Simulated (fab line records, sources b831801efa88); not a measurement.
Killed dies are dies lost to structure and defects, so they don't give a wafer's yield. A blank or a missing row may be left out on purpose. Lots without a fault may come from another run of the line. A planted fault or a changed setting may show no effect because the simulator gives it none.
Which tool did it? | flow sky130 | 6 lots, 18 wafers sampled, at 1 step of a route of 708

WHAT THE GAUGES READ, wafer by wafer
SKY_VIA1_CD_MEAS_12: target cd 150 nm.
lot  | measured     | on        | cd_nm (nm)
L420 | day 35 12:22 | cd_sem-02 | 152.7 152.5 151.8
L421 | day 36 05:47 | cd_sem-02 | 151.2 152.2 151.0
L424 | day 36 19:01 | cd_sem-02 | 147.4 148.8 148.8
L429 | day 38 08:41 | cd_sem-02 | 151.2 152.6 152.1
L437 | day 40 16:25 | cd_sem-02 | 148.2 149.1 148.8
L440 | day 41 14:35 | cd_sem-01 | 149.4 150.4 151.6

WHICH TOOL RAN EACH LOT (tool, then ch and the chambers of the sampled wafers, then the start)
The record holds no process step before these readings.

THE ANSWER, worked out from the rows above alone
Rule: what is usual is taken from the lots themselves. Put in order of their means at a reading, lots are off if they are a third of the lots or fewer, leave a main group of 4 or more, and stand apart from it by a gap of 3 or more times the standard deviation of the main group's means; of several such gaps the widest counts. A main group whose means are all the same, to the digits that the tables above print for the reading, isn't used. A lot without any number at a reading at which 4 lots or more have one is off too. The other lots that the step has rows for count as sound.
No lot is off at any reading shown: from this, nothing can be told.

WHAT THE SIMULATOR HAD PUT IN
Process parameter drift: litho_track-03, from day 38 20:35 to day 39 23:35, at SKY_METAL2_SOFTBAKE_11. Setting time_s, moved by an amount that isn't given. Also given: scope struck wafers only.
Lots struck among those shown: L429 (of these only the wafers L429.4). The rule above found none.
